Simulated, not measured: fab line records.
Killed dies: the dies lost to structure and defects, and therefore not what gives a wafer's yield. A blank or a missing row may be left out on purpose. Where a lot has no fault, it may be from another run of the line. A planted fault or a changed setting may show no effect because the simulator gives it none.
Which tool did it? -- flow sky130 -- 33 wafers from 11 lots sampled at 5 of the route's 708 steps

## WHAT THE GAUGES SHOWED, per wafer
SKY_LDD_N_OVL_MEAS_07. Usual: LDD_N_OVL -0.7 nm, standard deviation 1.2.
lot,measured,on,LDD_N_OVL (nm),flag
L212,day 19 00:01,overlay-02,0.9 -0.5 -2.4,
L213,day 19 05:29,overlay-01,-0.2 -1.8 -0.7,
L214,day 19 10:45,overlay-02,-1.0 -1.6 -2.6,
L217,day 21 00:23,overlay-02,-0.3 0.2 -2.7,
L218,day 21 03:34,overlay-01,-2.7 -1.2 -1.9,
L220,day 21 17:14,overlay-01,-0.2 0.3 -1.4,
L227,day 23 20:19,overlay-02,0.7 -0.7 -0.9,
L229,day 24 15:31,overlay-01,-2.0 -0.1 -0.7,
L233,day 25 11:04,overlay-02,-0.3 0.0 -0.6,
L232,day 25 12:19,overlay-02,0.2 0.1 -2.3,
L234,day 26 06:41,overlay-01,-2.2 0.0 1.1,

SKY_SD_P_TW_MEAS_11. Usual: SD_P_TW 2786, standard deviation 17.
lot,measured,on,SD_P_TW,flag
L212,day 26 15:38,film metro-02,2771 2770 2772,
L213,day 26 21:04,film metro-02,2782 2768 2780,
L214,day 27 03:40,film metro-02,2785 2783 2780,
L217,day 28 15:19,film metro-01,2818 2809 2798,
L218,day 28 17:45,film metro-01,2805 2791 2799,
L220,day 29 05:58,film metro-01,2772 2784 2777,
L227,day 31 05:38,film metro-02,2788 2777 2771,
L229,day 32 00:56,film metro-01,2785 2790 2782,
L233,day 32 15:51,film metro-01,2790 2795 2782,
L232,day 32 19:19,film metro-01,2780 2788 2786,
L234,day 33 10:46,film metro-02,2776 2779 2781,

SKY_SD_N_RS_MEAS_16: a four-point-probe measurement. Usual: SD_N_RS 68.63 ohm/sq, standard deviation 0.1.
lot,measured,on,SD_N_RS (ohm/sq),flag
L212,day 29 01:24,film metro-02,68.53 68.55 68.57,
L213,day 29 07:19,film metro-04,68.68 68.70 68.79,
L214,day 29 14:05,film metro-01,68.53 68.49 68.55,
L217,day 31 00:09,film metro-04,68.66 68.55 68.63,
L218,day 31 01:55,film metro-04,67.44 67.47 67.52 67.40 67.45 67.49,OFF
L220,day 31 14:04,film metro-04,67.50 67.59 67.65 67.53 67.60 67.56,OFF
L227,day 33 12:34,film metro-01,68.68 68.58 68.78,
L229,day 34 08:22,film metro-01,68.84 68.54 68.62,
L233,day 34 22:13,film metro-01,68.56 68.70 68.63,
L232,day 34 23:39,film metro-01,68.63 68.65 68.71,
L234,day 35 17:16,film metro-01,68.72 68.63 68.75,

SKY_SD_N_RS_MEAS_17: a four-point-probe measurement. Usual: SD_P_RS 147.3 ohm/sq, standard deviation 0.31.
lot,measured,on,SD_P_RS (ohm/sq),flag
L212,day 29 01:31,film metro-02,147.0 146.6 147.0,
L213,day 29 07:26,film metro-04,147.4 147.6 147.3,
L214,day 29 14:12,film metro-01,147.0 147.2 147.5,
L217,day 31 00:16,film metro-04,147.4 147.3 147.2,
L218,day 31 10:20,film metro-04,141.3 141.7 141.7 141.2 141.8 141.7,OFF
L220,day 31 18:31,film metro-04,142.1 142.3 142.6 141.9 142.0 142.2,OFF
L227,day 33 12:41,film metro-01,147.5 147.4 147.3,
L229,day 34 08:29,film metro-01,147.5 147.2 147.3,
L233,day 34 22:20,film metro-01,147.6 147.2 147.3,
L232,day 34 23:46,film metro-01,147.2 147.2 147.4,
L234,day 35 17:23,film metro-01,147.1 147.3 147.3,

## WHAT TOOL EACH LOT RAN ON (gives the tool, then ch and the chambers of the sampled wafers, and finally the start)
lot,SKY_SD_N_RTA_14
L212,"rtp anneal-02 ch 0, day 29 01:14"
L213,"rtp anneal-01 ch 0, day 29 07:09"
L214,"rtp anneal-02 ch 0, day 29 13:53"
L217,"rtp anneal-01 ch 0, day 30 23:57"
L218,"rtp anneal-02 ch 0, day 31 01:44"
L220,"rtp anneal-02 ch 0, day 31 13:52"
L227,"rtp anneal-01 ch 0, day 33 12:24"
L229,"rtp anneal-01 ch 0, day 34 08:12"
L233,"rtp anneal-02 ch 0, day 34 22:02"
L232,"rtp anneal-01 ch 0, day 34 23:29"
L234,"rtp anneal-02 ch 0, day 35 17:05"
- SKY_SD_N_RTA_14: time 2 s.

## AS READ BY THE TOOLS THEMSELVES (means over the sampled wafers that have a number; for cases with no such wafer, the mark the record gives instead)
SKY_SD_N_RTA_14. Usual: lamp power pct 15.73 %, standard deviation 0.05; wafer_temp_C_max 1078.0, standard deviation 1.2.
lot,tool,lamp power pct (%),wafer_temp_C_max,flag
L212,rtp anneal-02,15.74,1077.1,
L213,rtp anneal-01,15.68,1077.9,
L214,rtp anneal-02,15.73,1077.1,
L217,rtp anneal-01,15.73,1078.0,
L218,rtp anneal-02,15.75,1084.4,OFF
L220,rtp anneal-02,15.77,1084.3,OFF
L227,rtp anneal-01,15.71,1077.3,
L229,rtp anneal-01,15.68,1077.6,
L233,rtp anneal-02,15.71,1078.7,
L232,rtp anneal-01,15.72,1078.6,
L234,rtp anneal-02,15.74,1078.3,

## THE ANSWER, worked out from the rows above alone
Rule: a lot counts as off when the mean over its wafers that have a number is more than 3 standard deviations away from the usual mean. A lot without any number at a reading at which 4 lots or more have one is off too. The other lots that the step has rows for count as sound. First the gauges in route order, then the tools' own readings, where a lot's mean is used as printed above. The first step at which some lot is off is used, and at that step the reading that is off furthest; a lot without a number counts as furthest.
Off: L218, L220, at SKY_SD_N_RS_MEAS_16 (SD_N_RS).
If a tool, at a process step before that reading, ran all the lots that are off and no sound lot after the first of them, it fits. The gauges at SKY_SD_N_RS_MEAS_16 aren't tried: what is off there is off at SKY_SD_N_RTA_14 too, on other tools, and a gauge's error can't cause that. None of those tried fits.

## WHAT THE SIMULATOR HAD PUT IN
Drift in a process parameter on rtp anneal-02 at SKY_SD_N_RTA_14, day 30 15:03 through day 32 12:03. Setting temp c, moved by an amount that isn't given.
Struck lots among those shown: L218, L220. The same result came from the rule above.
